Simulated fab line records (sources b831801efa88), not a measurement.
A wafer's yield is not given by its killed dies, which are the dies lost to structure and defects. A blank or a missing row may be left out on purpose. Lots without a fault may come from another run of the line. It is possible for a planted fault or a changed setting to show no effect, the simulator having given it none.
Which of the tools did it? :: flow gf180mcu :: 6 lots with 18 wafers sampled at 2 steps, on a route of 602 steps

## WHAT THE GAUGES SHOWED, per wafer
GF_HV_LDD_TW_MEAS_38.
lot: L968
measured: day 12 11:54
on: filmMetro-01
HV_LDD_3_TW: 1408 1419 1420

lot: L970
measured: day 13 07:34
on: filmMetro-02
HV_LDD_3_TW: 1545 1549 1543

lot: L979
measured: day 16 08:46
on: filmMetro-02
HV_LDD_3_TW: 1435 1434 1435

lot: L982
measured: day 17 03:36
on: filmMetro-04
HV_LDD_3_TW: 1416 1416 1418

lot: L985
measured: day 18 05:37
on: filmMetro-04
HV_LDD_3_TW: 1413 1418 1417

lot: L988
measured: day 19 09:09
on: filmMetro-01
HV_LDD_3_TW: 1423 1420 1425

## WHAT TOOL EACH LOT RAN ON (gives the tool, then ch and the chambers of the sampled wafers, and finally the start)
lot: L968
GF_HV_LDD_IMPLANT_33: implanter-01 ch 0, day 12 11:12

lot: L970
GF_HV_LDD_IMPLANT_33: implanter-03 ch 0, day 13 06:27

lot: L979
GF_HV_LDD_IMPLANT_33: implanter-01 ch 0, day 16 08:04

lot: L982
GF_HV_LDD_IMPLANT_33: implanter-01 ch 0, day 17 02:54

lot: L985
GF_HV_LDD_IMPLANT_33: implanter-03 ch 0, day 18 04:55

lot: L988
GF_HV_LDD_IMPLANT_33: implanter-01 ch 0, day 19 08:27
- GF_HV_LDD_IMPLANT_33

## THE ANSWER, worked out from the rows above alone
Rule: usual is defined by the lots themselves. The widest of any qualifying gaps counts: lots, ordered by their means at a reading, are off when they make up no more than a third of the lots, leave a main group of 4 or more, and stand apart from it by 3 or more times the standard deviation of that group's means. A main group whose means are all the same, to the digits that the tables above print for the reading, isn't used. Also off: a lot with no number at a reading for which 4 or more lots have one. All remaining lots with rows at the step are treated as sound.
Off: L970, seen at GF_HV_LDD_TW_MEAS_38 (HV_LDD_3_TW). Mean 1421 and standard deviation 7.2 in the main group.
A tool fits if, at a process step before that reading, it ran every lot that is off, and no sound lot after the first of them. Those tools and the gauges at GF_HV_LDD_TW_MEAS_38 are tried in the same way. None of those tried fits.

## WHAT THE SIMULATOR HAD PUT IN
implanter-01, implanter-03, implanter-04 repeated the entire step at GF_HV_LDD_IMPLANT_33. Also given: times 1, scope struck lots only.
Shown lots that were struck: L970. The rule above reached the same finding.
